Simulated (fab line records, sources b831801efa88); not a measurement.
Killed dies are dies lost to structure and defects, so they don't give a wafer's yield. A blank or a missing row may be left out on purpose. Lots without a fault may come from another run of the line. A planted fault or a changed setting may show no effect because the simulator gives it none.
A struck lot beside a sound one | flow sfq_line | 14 steps out of a route of 325
Sound: wafers L303.2, L303.3, L303.5. Struck: wafers L315.3, L315.4, L315.6. The cause comes at the end.
At each step with rows: each side's tool, then ch and its chambers, then its first start. Under that, the readings that differ: sound wafers | struck wafers | difference of the means | sigmas: that difference in standard deviations of wafers without a fault.
alike: readings whose means differ by less than 2 such deviations, and words and numbers that are the same on both sides. not compared: withheld readings, readings that some wafer has no value for, bounds like >300 that may hide the same value, and numbers for which the record gives no deviation and whose values overlap.
The two part at a step that has a row with sigmas, a row that says differs or no value, or rows on one side only. Numbers that don't overlap but have no deviation are shown without sigmas and don't part them. A reading that every wafer of one side lacks parts them only if that side has two wafers or more.

first, 1 step without rows for these wafers: SFQ_TRILAYER_R5_LITHO_DEVELOP_138 (time 60 s).
SFQ_R5_OVL_MEAS_935:
  sound on overlay-02, day 62 10:44; struck on overlay-02, day 66 14:29
  alike: R5_OVL
SFQ_TRILAYER_R5_BARC_OPEN_METAL_ETCH_177: etches BARC in O2, target depth 125 nm, time 41.7 s.
  sound on rie_metal-03 ch 0,1, day 62 10:46; struck on rie_metal-04 ch 0,1, day 66 14:32
  alike: drypump_motor_current_A, oes_product_au
  not compared: rf_hours_counter_h
SFQ_TRILAYER_R5_ETCH_METAL_ETCH_139: etches the open film in Cl2, stops on SiO2, target depth 60 nm, time 40 s.
  sound on rie_metal-03 ch 0,1, day 62 10:49; struck on rie_metal-04 ch 0,1, day 66 14:35
  alike: drypump_motor_current_A, oes_product_au
  not compared: rf_hours_counter_h
SFQ_TRILAYER_R5_STRIP_STRIP_140: strips in O2.
  sound on rie_metal-03 ch 0,1, day 62 10:53; struck on rie_metal-04 ch 0,1, day 66 14:50
  reading               | sound             | struck            | difference | sigmas
  oes_product_au (a.u.) | 1.012 0.976 0.989 | 1.008 1.020 1.015 | +0.022     | +2
  alike: drypump_motor_current_A
  not compared: rf_hours_counter_h
then, 1 step without rows for these wafers: SFQ_TRILAYER_R5_STRIP_SOLV_CLEAN_141 (cleans in NMP, time 600 s).
SFQ_TRILAYER_A5C_DEP_PECVD_142: deposits SiO2 from SiH4/N2O, time 15.556 s, target thk 70 nm.
  sound on pecvd-04 ch 0,1, day 62 11:39; struck on pecvd-04 ch 0,2, day 66 15:25
  alike: chamber_pressure_Torr, heater_power_w, throttle_valve_pct
  not compared: since_wet_clean_h
then, 5 steps without rows for these wafers: SFQ_TRILAYER_I5_LITHO_COAT_149 (resist thk 62 nm); SFQ_TRILAYER_I5_LITHO_COAT_144 (resist thk 650 nm); SFQ_TRILAYER_I5_LITHO_SOFTBAKE_148; SFQ_TRILAYER_I5_LITHO_EXPOSE_145 (exposes mask I5, target cd 700 nm); SFQ_TRILAYER_I5_LITHO_PEB_147 (peb time 60 s).
SFQ_TRILAYER_I5_LITHO_DEVELOP_146: time 60 s.
  sound on litho_track-01 ch 0, day 62 13:48; struck on litho_track-04, day 66 17:41
  no value came back on the struck wafers for chill_plate_temp_C (C), exhaust_pa (Pa); on the sound wafers chill_plate_temp_C (C) reads 23.04 23.00 22.92
  reading                                             | sound             | struck          | difference | sigmas
  model.KrF_of_TRILAYER_I5_LITHO_COAT_144.thk_nm (nm) | 623.6 628.8 625.6 | 651.5 651.7 651 | +25.4      |
SFQ_I5_OVL_MEAS_936:
  sound on overlay-02, day 62 13:56; struck on overlay-01, day 66 17:48
  reading     | sound  | struck | difference                    | sigmas
  I5_OVL (nm) | 8 13 8 | - - -  | no value on the struck wafers |

WHERE THEY PART
First at SFQ_TRILAYER_R5_STRIP_STRIP_140; last, within this record, at SFQ_I5_OVL_MEAS_936.

WHY: what the simulator had put in
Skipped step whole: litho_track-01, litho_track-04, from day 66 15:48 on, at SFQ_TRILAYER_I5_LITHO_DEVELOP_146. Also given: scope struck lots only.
